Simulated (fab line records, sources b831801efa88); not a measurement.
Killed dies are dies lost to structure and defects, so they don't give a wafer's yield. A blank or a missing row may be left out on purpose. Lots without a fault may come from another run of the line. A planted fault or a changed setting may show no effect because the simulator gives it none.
A struck lot beside a sound one | flow gf180mcu | 18 steps out of a route of 602
Sound: wafers L307.1, L307.3, L307.6. Struck: wafers L308.1, L308.3, L308.6. The cause comes at the end.
At each step with rows: each side's tool, then ch and its chambers, then its first start. Under that, the readings that differ: sound wafers | struck wafers | difference of the means | sigmas: that difference in standard deviations of wafers without a fault.
alike: readings whose means differ by less than 2 such deviations, and words and numbers that are the same on both sides. not compared: withheld readings, readings that some wafer has no value for, bounds like >300 that may hide the same value, and numbers for which the record gives no deviation and whose values overlap.
The two part at a step that has a row with sigmas, a row that says differs or no value, or rows on one side only. Numbers that don't overlap but have no deviation are shown without sigmas and don't part them. A reading that every wafer of one side lacks parts them only if that side has two wafers or more.

first, 5 steps without rows for these wafers: GF_CONTACT_STRIP_18 (strips in O2/N2); GF_CONTACT_CLEAN_19 (cleans in SPM); GF_CONTACT_CLEAN_20 (cleans in DIW); GF_CONTACT_CLEAN_21 (cleans in dHF, time 20 s); GF_CONTACT_SPUTTER_22 (material Ti, target thk 15 nm, time 80.02 s).
GF_CONTACT_SPUTTER_23: material TiN, target thk 10 nm, time 40 s.
  sound on pvd_sputter-04, day 16 18:43; struck on pvd_sputter-01, day 17 02:19
  alike: cathode_dc_power_W, chamber_pressure_pa, throttle_valve_pct
GF_CONTACT_CVD_24: deposits W, target thk 300 nm, time 90.339 s.
  sound on cvd_w-02 ch 0,1, day 16 18:45; struck on cvd_w-02 ch 1, day 17 02:22
  alike: chamber_pressure_Torr, heater_power_w
GF_CONTACT_RS_MEAS_25: measures by four-point-probe.
  sound on film_metro-01, day 16 18:51; struck on film_metro-03, day 17 02:28
  alike: CONTACT_W_RS
GF_CONTACT_THK_MEAS_26: measures by xrf.
  sound on film_metro-01, day 16 18:58; struck on film_metro-03, day 17 02:35
  alike: CONTACT_W_THK
then, 2 steps without rows for these wafers: GF_CONTACT_CMP_27 (polishes, stops on SiO2, t overpolish 15 s, target thk 0 nm); GF_M1_SPUTTER_00 (material Ti, target thk 37.5 nm, time 150 s).
GF_M1_SPUTTER_01: material TiN, target thk 30 nm, time 25 s.
  sound on pvd_sputter-01, day 16 19:26; struck on pvd_sputter-01, day 17 03:02
  alike: cathode_dc_power_W, chamber_pressure_pa, throttle_valve_pct
GF_M1_SPUTTER_02: material AlCu, target thk 450 nm, time 23.9 s.
  sound on pvd_sputter-01, day 16 19:28; struck on pvd_sputter-01, day 17 03:04
  no value came back on the struck wafers for cathode_dc_power_W (W), chamber_pressure_pa (Pa), throttle_valve_pct (%); on the sound wafers cathode_dc_power_W (W) reads 10600 10598 10598
GF_M1_SPUTTER_03: material Ti, target thk 10 nm, time 6.7 s.
  sound on pvd_sputter-01, day 16 19:29; struck on pvd_sputter-01, day 17 03:06
  alike: cathode_dc_power_W, chamber_pressure_pa, throttle_valve_pct
GF_M1_SPUTTER_04: material TiN, target thk 50 nm, time 41.7 s.
  sound on pvd_sputter-01, day 16 19:31; struck on pvd_sputter-01, day 17 03:07
  alike: cathode_dc_power_W, chamber_pressure_pa, throttle_valve_pct
GF_M1_RS_MEAS_05: measures by four-point-probe.
  sound on film_metro-01, day 16 19:33; struck on film_metro-04, day 17 03:10
  reading             | sound                | struck               | difference | sigmas
  M1_ALCU_RS (ohm/sq) | 0.0681 0.0684 0.0684 | 7.0833 7.0855 7.1468 | +7.0369    | +99 or more
GF_M1_THK_MEAS_06: measures by xrf.
  sound on film_metro-01, day 16 19:40; struck on film_metro-04, day 17 03:17
  reading          | sound       | struck   | difference | sigmas
  M1_ALCU_THK (nm) | 462 460 459 | <0 <0 <0 | differs    |
then, 1 step without rows for these wafers: GF_M1_DEHYDRATE_07 (time 60 s).

WHERE THEY PART
First at GF_M1_SPUTTER_02; last, within this record, at GF_M1_THK_MEAS_06.

WHY: what the simulator had put in
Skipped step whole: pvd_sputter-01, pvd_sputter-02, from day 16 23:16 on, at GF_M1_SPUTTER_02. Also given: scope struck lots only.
